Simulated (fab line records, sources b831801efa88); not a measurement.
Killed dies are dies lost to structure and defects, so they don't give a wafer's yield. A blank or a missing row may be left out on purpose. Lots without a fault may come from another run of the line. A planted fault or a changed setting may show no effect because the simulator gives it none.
Chamber matching | flow sky130 | SKY_CONTACT_CMP_04 on cmp-02: 4 sister chambers
The step polishes SiO2. 4 wafers are shown with their chamber, then 8 later ones without.

WAFERS WITH THEIR CHAMBER
wafer  | chamber | motor_current_A (A)
L800.4 | 0       | 13.4
L807.1 | 1       | 12.7
L807.4 | 2       | 12.5
L807.6 | 3       | 10.0

WAFERS WITHOUT THEIR CHAMBER
wafer  | motor_current_A (A)
L809.3 | 13.4
L809.6 | 9.5
L810.2 | 13.0
L811.2 | 12.5
L811.5 | 12.2
L819.2 | 12.4
L819.4 | 9.7
L819.5 | 13.2

WHICH CHAMBER EACH WENT THROUGH
wafer  | from the rows above          | in truth
L809.3 | 0                            | 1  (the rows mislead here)
L809.6 | 3                            | 3
L810.2 | can't be placed: 1 or 0 or 2 | 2
L811.2 | can't be placed: 2 or 1      | 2
L811.5 | can't be placed: 2 or 1      | 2
L819.2 | can't be placed: 2 or 1      | 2
L819.4 | 3                            | 3
L819.5 | can't be placed: 0 or 1 or 2 | 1
Placed correctly: 2 of 8. Can't be placed from these rows: 5 (the true chamber is among the candidates in 5). Placed wrongly: 1.
How it was worked out, from the rows above alone: a wafer's distance from a chamber is the root of the sum, over the readings, of the square of ((its reading less the chamber's mean) divided by the reading's scatter). The wafer belongs to the nearest chamber; if the next one is less than 2 further off, it can't be placed. A chamber's mean is the mean of its shown wafers. The scatter: with one shown wafer a chamber, the root of the mean of the squares of how far each hidden wafer lies from its nearest shown one.
